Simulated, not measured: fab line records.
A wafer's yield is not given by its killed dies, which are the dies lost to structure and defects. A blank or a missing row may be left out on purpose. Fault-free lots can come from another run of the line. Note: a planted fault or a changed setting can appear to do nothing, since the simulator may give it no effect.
Which tool did it? | flow sky130 | 36 wafers from 12 lots sampled at 6 of the route's 708 steps

## WHAT THE GAUGES READ, wafer by wafer
SKY_NWELL_OVL_MEAS_10.
lot  | measured     | on         | NWELL_00_OVL (nm)
L904 | day 5 05:08  | overlay-01 | -1.6 -1.2 0.5
L905 | day 5 11:05  | overlay-01 | -0.6 -0.7 -1.7
L906 | day 5 16:51  | overlay-01 | -1.9 -1.0 -0.4
L907 | day 5 23:34  | overlay-02 | - - -
L908 | day 6 09:26  | overlay-02 | -0.6 -1.0 -1.4
L909 | day 6 12:17  | overlay-01 | -2.3 -3.4 -2.2
L916 | day 8 04:20  | overlay-01 | -0.3 0.1 -0.4
L918 | day 8 15:58  | overlay-01 | -0.3 2.2 1.9
L921 | day 9 10:59  | overlay-01 | -0.8 -1.1 -2.1
L922 | day 9 16:38  | overlay-01 | -1.8 -2.5 -2.4
L923 | day 10 05:14 | overlay-01 | -1.9 -2.7 -1.0
L924 | day 10 04:51 | overlay-01 | 0.0 -0.2 2.5

SKY_NWELL_TW_MEAS_15.
lot  | measured     | on            | NWELL_TW
L904 | day 5 05:44  | film metro-04 | 1870 1866 1867
L905 | day 5 11:40  | film metro-04 | 1865 1869 1857
L906 | day 5 20:23  | film metro-04 | 1869 1866 1871
L907 | day 6 00:10  | film metro-04 | 31 31 31 31 31 31
L908 | day 6 10:02  | film metro-02 | 1828 1827 1833
L909 | day 6 12:53  | film metro-04 | 1878 1873 1876
L916 | day 8 04:55  | film metro-01 | 1837 1847 1831
L918 | day 8 16:34  | film metro-01 | 1837 1827 1834
L921 | day 9 11:35  | film metro-02 | 1826 1823 1820
L922 | day 9 17:13  | film metro-01 | 1840 1836 1840
L923 | day 10 06:00 | film metro-02 | 1823 1812 1822
L924 | day 10 05:34 | film metro-01 | 1810 1835 1825

SKY_SONOS_ONO_THK_MEAS_01.
lot  | measured     | on            | SONOS_ONO_OXIDATION_THK (nm)
L904 | day 12 06:43 | film metro-01 | 2.62 2.57 2.60
L905 | day 12 16:16 | film metro-03 | 2.54 2.56 2.65
L906 | day 13 06:47 | film metro-03 | 2.48 2.62 2.58
L908 | day 13 22:41 | film metro-01 | 2.64 2.64 2.64
L909 | day 14 04:04 | film metro-01 | 2.57 2.57 2.65
L916 | day 16 12:49 | film metro-03 | 2.61 2.63 2.59
L918 | day 17 04:17 | film metro-01 | 2.69 2.66 2.58
L921 | day 18 06:04 | film metro-03 | 2.56 2.55 2.57
L922 | day 18 13:07 | film metro-03 | 2.58 2.60 2.56
L923 | day 19 09:58 | film metro-01 | 2.46 2.49 2.49
L924 | day 19 07:01 | film metro-03 | 2.55 2.61 2.69

SKY_SONOS_ONO_THK_MEAS_03.
lot  | measured     | on            | SONOS_ONO_CVD_02_THK (nm)
L904 | day 12 08:58 | film metro-03 | 10.51 10.34 10.44
L905 | day 12 17:23 | film metro-03 | 10.53 10.24 10.43
L906 | day 13 08:20 | film metro-02 | 10.45 10.40 10.29
L908 | day 14 00:27 | film metro-02 | 10.62 10.61 10.55
L909 | day 14 05:10 | film metro-01 | 10.34 10.33 10.45
L916 | day 16 14:29 | film metro-01 | 10.56 10.48 10.45
L918 | day 17 05:50 | film metro-03 | 10.74 10.62 10.69
L921 | day 18 07:56 | film metro-03 | 10.13 10.20 10.29
L922 | day 18 16:07 | film metro-03 | 10.34 10.39 10.44
L923 | day 19 11:05 | film metro-03 | 10.50 10.48 10.47
L924 | day 19 08:07 | film metro-01 | 10.48 10.45 10.24

## EACH LOT AND THE TOOL THAT RAN IT (in order: tool; ch and the chambers of the sampled wafers; start)
lot  | SKY_FIELD_ISO_STRIP_16              | SKY_NWELL_EXPOSE_07
L904 | plasma asher-02 ch 0,1, day 2 20:07 | iline stepper-02 ch 0, day 4 20:52
L905 | plasma asher-02 ch 0,1, day 3 03:19 | iline stepper-02 ch 0, day 5 02:25
L906 | plasma asher-03 ch 0,1, day 3 08:22 | iline stepper-02 ch 0, day 5 08:23
L907 | plasma asher-02 ch 0,1, day 3 12:50 | iline stepper-02 ch 0, day 5 14:55
L908 | plasma asher-03 ch 0,1, day 3 18:58 | iline stepper-02 ch 0, day 6 00:25
L909 | plasma asher-03 ch 0,1, day 3 22:53 | iline stepper-02 ch 0, day 6 02:50
L916 | plasma asher-03 ch 0,1, day 5 11:40 | iline stepper-02 ch 0, day 7 18:22
L918 | plasma asher-01 ch 0,1, day 5 20:56 | iline stepper-01 ch 0, day 8 05:42
L921 | plasma asher-02 ch 0,1, day 6 15:05 | iline stepper-02 ch 0, day 9 00:24
L922 | plasma asher-02 ch 0,1, day 6 20:10 | iline stepper-02 ch 0, day 9 06:04
L923 | plasma asher-01 ch 0,1, day 7 01:16 | iline stepper-02 ch 0, day 9 18:03
L924 | plasma asher-01 ch 0,1, day 7 03:55 | iline stepper-01 ch 0, day 9 17:25
- SKY_FIELD_ISO_STRIP_16: strips in O2/N2.
- SKY_NWELL_EXPOSE_07: exposes mask NWM, target cd 840 nm.

## AS READ BY THE TOOLS THEMSELVES (means over the sampled wafers that have a number; for cases with no such wafer, the mark the record gives instead)
SKY_FIELD_ISO_STRIP_16.
lot  | tool            | drypump motor current A (A) | oes product au (a.u.) | strip time to endpoint s (s)
L904 | plasma asher-02 | 5.5                         | 0.373                 | 3.495
L905 | plasma asher-02 | 5.8                         | 0.371                 | 3.508
L906 | plasma asher-03 | 5.7                         | 0.373                 | 3.486
L907 | plasma asher-02 | 5.8                         | 0.372                 | 3.487
L908 | plasma asher-03 | 5.7                         | 0.378                 | 3.488
L909 | plasma asher-03 | 5.7                         | 0.376                 | 3.525
L916 | plasma asher-03 | 5.7                         | 0.379                 | 3.511
L918 | plasma asher-01 | 6.3                         | 0.372                 | 3.503
L921 | plasma asher-02 | 5.8                         | 0.372                 | 3.465
L922 | plasma asher-02 | 5.8                         | 0.379                 | 3.465
L923 | plasma asher-01 | 6.2                         | 0.377                 | 3.472
L924 | plasma asher-01 | 6.2                         | 0.373                 | 3.475

## THE ANSWER, worked out from the rows above alone
Rule: usual is defined by the lots themselves. Put in order of their means at a reading, lots are off if they are a third of the lots or fewer, leave a main group of 4 or more, and stand apart from it by a gap of 3 or more times the standard deviation of the main group's means; of several such gaps the widest counts. A main group whose means are all the same, to the digits that the tables above print for the reading, isn't used. Also off: a lot with no number at a reading for which 4 or more lots have one. Any other lot the step has rows for is counted as sound. Order of review: gauges by route order, followed by the tools' own readings, for which a lot's mean as printed above is used. At the first step where some lot is off, the reading lying furthest off is the one used; lots without a number count as furthest.
Off: L907, seen at SKY_NWELL_OVL_MEAS_10 (NWELL_00_OVL). Without a number there: L907. The main group: mean -0.9 nm, standard deviation 1.1.
A tool fits if, at a process step before that reading, it ran every lot that is off, and no sound lot after the first of them. The gauges at SKY_NWELL_OVL_MEAS_10 aren't tried: what is off there is off at SKY_NWELL_TW_MEAS_15 too, on other tools, and a gauge's error can't cause that. Of those tried, none fits.

## WHAT THE SIMULATOR PUT IN
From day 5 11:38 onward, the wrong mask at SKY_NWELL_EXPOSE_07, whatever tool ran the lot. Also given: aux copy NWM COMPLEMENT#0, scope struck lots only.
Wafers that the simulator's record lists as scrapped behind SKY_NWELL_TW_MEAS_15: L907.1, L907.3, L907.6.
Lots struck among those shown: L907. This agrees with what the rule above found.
